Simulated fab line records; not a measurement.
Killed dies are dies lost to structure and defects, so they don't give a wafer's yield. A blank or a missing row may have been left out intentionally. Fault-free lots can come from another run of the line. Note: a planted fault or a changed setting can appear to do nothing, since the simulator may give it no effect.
fab line records	flow sky130
record lots=6	wafers=18	last-day=50
route steps=708 shown VT_ADJUST_LVTN@110 VT_ADJUST_NCORE@119 PAD_OPEN@708
lots untouched by any fault: they come from a run of this same line in which no faults occurred
start-h: hours from the record's opening day to when the first of the lot's shown wafers began	wait-h: hours from the lot's prior step to this one	" repeats the value in the row above	L1.1+2: a single row standing in for several wafers	- value missing, or start not given	* or withheld: withheld	< > ~ a bound
route shown NAME@n: NAME is a module with steps in the file, n the number in the route of the first one	usual: mean/standard deviation taken from wafers without a fault	same: alike in all rows	chamber/n: place in a boat	sites: readings site by site	_std_site: their standard deviation	_edge_site: inner sites' mean taken away from outer sites' mean	radius-mm: for every site, how far away it sits from the centre of the wafer	mask NAME#n: copy n	behind: the last tool/chamber to shape the wafer	hold: why the lot went on hold/how many hours it stayed there/how the hold came to an end	device: whichever transistor did not switch (one of n, p or np)	end of line: at the end of the route, the tests of the same wafers	a step with no rows: only its recipe	killed: at the first sort, the dies lost to defects and structure; wafer yield is something else	map: a wafer's dies, marking killed ones x, the rest . and places with no die _
set.NAME: setting as actually run; set.NAME@STEP: the setting as run at that earlier step	model.NAME: the simulator's own value behind a step, which no gauge read
lots at some steps of the route; a table a step, a row a wafer
services: the hour from which a tool's chamber was out of use, counted from the record's first day as start-h (under 0 if before that day), plus the number of hours and why
## steps
# step SKY_VT_ADJUST_LVTN_COAT_13
# recipe resist=NOVOLAK	spin-rpm=3000	resist-thk-nm=1140
# step SKY_VT_ADJUST_LVTN_SOFTBAKE_14
# recipe temp-c=90	time-s=60	resist=NOVOLAK
# step SKY_VT_ADJUST_LVTN_EXPOSE_15
# recipe mask-id=HVN_STD_DERIVED	na=0.6	source-shape=conventional	sigma-outer=0.6	polarization=unpolarized	target-cd-nm=600	dose-mj=163
# step SKY_VT_ADJUST_LVTN_PEB_16
# recipe temp-c=withheld	time-s=*	resist=NOVOLAK
# step SKY_VT_ADJUST_LVTN_DEVELOP_17
# recipe resist=NOVOLAK	developer=TMAH	develop-time-s=60	dev-temp-c=23
# step SKY_VT_ADJUST_LVTN_OVL_MEAS_18
# usual VT_ADJUST_LVTN_01_OVL=-0.1/1.4
lot.wafer	tool	chamber	start-h	wait-h	VT_ADJUST_LVTN_01_OVL[nm]
L954.1	overlay-02	-	165.66	0.1	-0.7
L954.5	"	-	"	"	-0.8
L954.6	"	-	"	"	-0.8
L955.1	overlay-01	-	176.58	0.1	-0.4
L955.2	"	-	"	"	-1.6
L955.5	"	-	"	"	-1.9
L963.1	overlay-01	-	229.76	0.1	1.3
L963.3	"	-	"	"	1.3
L963.5	"	-	"	"	0.0
L964.3	overlay-02	-	234.87	0.1	2.1
L964.4	"	-	"	"	-0.3
L964.5	"	-	"	"	-0.1
L973.2	overlay-01	-	301.42	0.1	-1.5
L973.3	"	-	"	"	0.8
L973.4	"	-	"	"	-0.4
L975.1	overlay-02	-	313.66	0.1	-1.2
L975.3	"	-	"	"	-0.9
L975.6	"	-	"	"	0.2
# step SKY_VT_ADJUST_LVTN_IMPLANT_19
# recipe species=B	energy-kev=30	dose-cm2=6.5e+11	tilt-deg=withheld
# step SKY_VT_ADJUST_LVTN_STRIP_20
# recipe chemistry=O2/N2	power-w=1400	pressure-mtorr=1500	platen-temp-c=withheld	o2-flow-sccm=3000	n2-flow-sccm=300	overash-fraction=0.5
# usual drypump-motor-current-A=5.75/0.24	n2-flow-sccm=299.8/0.89	oes-product-au=0.715/0.0041	strip-time-to-endpoint-s=14.22/0.036
lot.wafer	tool	chamber	start-h	wait-h	drypump-motor-current-A	n2-flow-sccm	oes-product-au	rf-hours-counter-h	strip-time-to-endpoint-s
L954.1	plasma-asher-03	0	165.85	0.1	5.97	299.9	0.714	35	14.24
L954.5	"	0	"	"	5.95	299.9	0.721	-	14.29
L954.6	"	1	"	"	5.89	300.9	0.709	-	14.26
L955.1	plasma-asher-02	0	176.76	0.1	5.40	300.4	0.712	6	14.13
L955.2	"	1	"	"	5.57	300.1	0.719	6	14.20
L955.5	"	1	"	"	5.57	302.1	0.709	-	14.20
L963.1	plasma-asher-01	0	229.95	0.1	5.53	299.3	0.716	58	14.25
L963.3	"	0	"	"	5.54	300.9	0.715	-	14.26
L963.5	"	1	"	"	6.00	301.1	0.717	-	14.28
L964.3	plasma-asher-02	1	235.08	0.1	5.57	300.3	0.715	-	14.23
L964.4	"	0	"	"	5.43	299.8	0.713	-	14.21
L964.5	"	1	"	"	5.56	300.0	0.717	-	14.23
L973.2	plasma-asher-03	0	301.60	0.1	5.96	298.7	0.716	47	14.18
L973.3	"	0	"	"	5.98	299.1	0.710	-	14.15
L973.4	"	1	"	"	5.89	299.0	0.708	-	14.14
L975.1	plasma-asher-01	0	313.85	0.1	5.56	300.1	0.709	66	14.22
L975.3	"	1	"	"	6.10	299.8	0.718	-	14.21
L975.6	"	0	"	"	5.56	301.3	0.717	-	14.17
# step SKY_VT_ADJUST_LVTN_TW_MEAS_21
# usual VT_ADJUST_LVTN_2_TW=187.9/0.85
lot.wafer	tool	chamber	start-h	wait-h	VT_ADJUST_LVTN_2_TW
L954.1	film-metro-01	-	165.95	0.1	186.7
L954.5	"	-	"	"	188.1
L954.6	"	-	"	"	188.6
L955.1	film-metro-02	-	176.86	0.1	188.7
L955.2	"	-	"	"	187.9
L955.5	"	-	"	"	188.5
L963.1	film-metro-02	-	230.05	0.1	188.1
L963.3	"	-	"	"	188.2
L963.5	"	-	"	"	187.6
L964.3	film-metro-04	-	235.17	0.1	187.7
L964.4	"	-	"	"	187.5
L964.5	"	-	"	"	187.4
L973.2	film-metro-04	-	301.71	0.1	188.0
L973.3	"	-	"	"	187.9
L973.4	"	-	"	"	186.3
L975.1	film-metro-04	-	313.95	0.1	185.8
L975.3	"	-	"	"	187.7
L975.6	"	-	"	"	187.8
# step SKY_VT_ADJUST_NCORE_DEHYDRATE_00
# recipe temp-c=200	time-s=60
# step SKY_VT_ADJUST_NCORE_HMDS_01
# recipe prime-time-s=60	prime-temp-c=120
# step SKY_VT_ADJUST_NCORE_COAT_02
# recipe resist=NOVOLAK	spin-rpm=3000	resist-thk-nm=1140
# step SKY_VT_ADJUST_NCORE_SOFTBAKE_03
# recipe temp-c=90	time-s=60	resist=NOVOLAK
# usual heater-power-total-W=56.60/0.047	run-length-s=89.08/0.16
lot.wafer	tool	chamber	start-h	wait-h	heater-power-total-W	run-length-s
L954.1	litho-track-01	0	176.55	0.1	56.61	89.16
L954.5	"	0	"	"	56.59	89.09
L954.6	"	0	"	"	56.53	89.05
L955.1	litho-track-01	0	187.75	0.1	56.68	89.29
L955.2	"	0	"	"	56.64	89.10
L955.5	"	0	"	"	56.61	89.07
L963.1	litho-track-01	0	241.95	0.1	58.07	84.63
L963.3	"	0	"	"	58.12	84.54
L963.5	"	0	"	"	58.10	84.59
L964.3	litho-track-01	0	246.50	0.1	58.15	84.47
L964.4	"	0	"	"	58.12	84.69
L964.5	"	0	"	"	58.19	84.52
L973.2	litho-track-01	0	314.32	0.1	56.56	89.26
L973.3	"	0	"	"	56.61	89.30
L973.4	"	0	"	"	56.54	89.09
L975.1	litho-track-04	0	325.96	0.1	56.72	88.99
L975.3	"	0	"	"	56.59	88.87
L975.6	"	0	"	"	56.55	88.80
# step SKY_VT_ADJUST_NCORE_EXPOSE_04
# recipe mask-id=LVTN_COMPLEMENT_THIN	na=0.6	source-shape=conventional	sigma-outer=0.6	polarization=unpolarized	target-cd-nm=380	dose-mj=139
# step SKY_PAD_OPEN_PROBE_99
# usual killed_at_M0_to_M3=44/6	killed_at_M4_up=2.9/1.5	killed-at-contacts=24/4.9	killed-at-front-end=16/4.3	killed-at-other=0.3/0.54	killed-dies=87/8.7	killed-open=48/6.7	killed-short=39/5.9
# same gross-dies=492	killed-at-back-side=0
lot.wafer	tool	chamber	start-h	wait-h	killed_at_M0_to_M3	killed_at_M4_up	killed-at-contacts	killed-at-front-end	killed-at-other	killed-dies	killed-open	killed-short
L955.1	prober-01	-	1095.48	0.1	42	3	26	13	0	84	48	36
L955.2	prober-01	-	1095.53	0.1	50	3	29	7	0	89	52	37
L955.5	prober-01	-	1095.68	0.2	43	3	26	14	0	86	43	43
L964.3	prober-01	-	1137.60	0.2	41	3	28	15	0	87	50	37
L964.4	prober-01	-	1137.65	0.2	51	4	23	23	0	101	58	43
L964.5	prober-01	-	1137.70	0.2	44	3	26	21	1	95	53	42
L973.2	prober-02	-	1187.43	0.1	44	4	22	19	1	90	52	36
L973.3	prober-02	-	1187.48	0.2	35	1	20	18	0	74	43	31
L973.4	prober-02	-	1187.53	0.2	47	4	22	16	0	89	48	38
# killed by level:class
L955.1 VIA1:geometric-particle:open=10 VIA3:geometric-particle:open=8 CONTACT:geometric-particle:open=8 METAL2:geometric-particle:short=6 VIA2:geometric-particle:open=6 FIELD_ISO:geometric-particle:short=5 LI_CONTACT:geometric-particle:open=5 LOCAL_INTERCONNECT:geometric-particle:short=5
L955.2 VIA3:geometric-particle:open=13 VIA1:geometric-particle:open=12 CONTACT:geometric-particle:open=11 METAL2:geometric-particle:short=8 LI_CONTACT:geometric-particle:open=7 CONTACT:geometric-particle:short=5 METAL1:geometric-particle:short=5 LOCAL_INTERCONNECT:geometric-particle:short=4
L955.5 LOCAL_INTERCONNECT:geometric-particle:short=8 CONTACT:geometric-particle:open=8 VIA1:geometric-particle:open=8 METAL1:geometric-particle:short=8 METAL2:geometric-particle:short=6 METAL3:geometric-particle:short=6 VIA3:geometric-particle:open=6 FIELD_ISO:geometric-particle:open=5
L964.3 VIA1:geometric-particle:open=12 LI_CONTACT:geometric-particle:open=9 CONTACT:geometric-particle:open=7 VIA1:geometric-particle:short=7 CONTACT:geometric-particle:short=6 VIA2:geometric-particle:open=5 FIELD_ISO:geometric-particle:open=4 LOCAL_INTERCONNECT:geometric-particle:short=4
L964.4 VIA1:geometric-particle:open=15 CONTACT:geometric-particle:open=13 VIA3:geometric-particle:open=7 VIA1:geometric-particle:short=6 METAL2:geometric-particle:short=5 FIELD_ISO:geometric-particle:short=5 VIA2:geometric-particle:open=5 FIELD_ISO:geometric-particle:open=4
L964.5 CONTACT:geometric-particle:open=11 FIELD_ISO:geometric-particle:open=9 VIA1:geometric-particle:open=9 VIA2:geometric-particle:open=7 METAL3:geometric-particle:short=7 LI_CONTACT:geometric-particle:open=6 FIELD_ISO:geometric-particle:short=4 VIA1:geometric-particle:short=4
L973.2 VIA1:geometric-particle:open=12 METAL2:geometric-particle:short=8 POLY_GATE:geometric-particle:open=7 CONTACT:geometric-particle:short=7 VIA3:geometric-particle:open=7 VIA2:geometric-particle:open=7 CONTACT:geometric-particle:open=6 LI_CONTACT:geometric-particle:open=5
L973.3 CONTACT:geometric-particle:open=10 VIA3:geometric-particle:open=7 FIELD_ISO:geometric-particle:open=5 METAL2:geometric-particle:short=5 VIA2:geometric-particle:open=5 FIELD_ISO:geometric-particle:short=4 POLY_GATE:geometric-particle:open=4 LI_CONTACT:geometric-particle:open=4
L973.4 VIA1:geometric-particle:open=11 CONTACT:geometric-particle:open=10 VIA2:geometric-particle:open=8 METAL1:geometric-particle:short=6 FIELD_ISO:geometric-particle:open=5 CONTACT:geometric-particle:short=5 VIA3:geometric-particle:open=5 POLY_GATE:geometric-particle:short=4
## services
tool	chamber	start-h	hours	kind
plasma-asher-02	-	163.06	2.0	repair
plasma-asher-03	-	169.87	14.6	pm
## key
first-sign step=SKY_VT_ADJUST_NCORE_SOFTBAKE_03	reading=heater-power-total-W	direction=up	sigmas=33	usual=*	struck=*
effect step=SKY_VT_ADJUST_NCORE_SOFTBAKE_03	reading=run-length-s	direction=down	sigmas=28	usual=*	struck=*
met-at SKY_VT_ADJUST_NCORE_SOFTBAKE_03
struck-wafers L963.1,L963.3,L963.5,L964.3,L964.4,L964.5
tester-left-out L963,L964
onset-between 187.75 241.95
fault kind=process-parameter-drift	tool=litho-track-01	chamber=-	onset-h=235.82	steps=SKY_VT_ADJUST_NCORE_SOFTBAKE_03	channel=time-s	offset=*	shape=step	end-h=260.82	acts-in=*	stated=*
# tester-left-out: of these lots the tester's yield and bins aren't shown, on N5 and GAA mostly nor the transistor test; their killed dies are dies lost to structure and defects alone, not to doping, threshold or leakage, so they don't give the yield
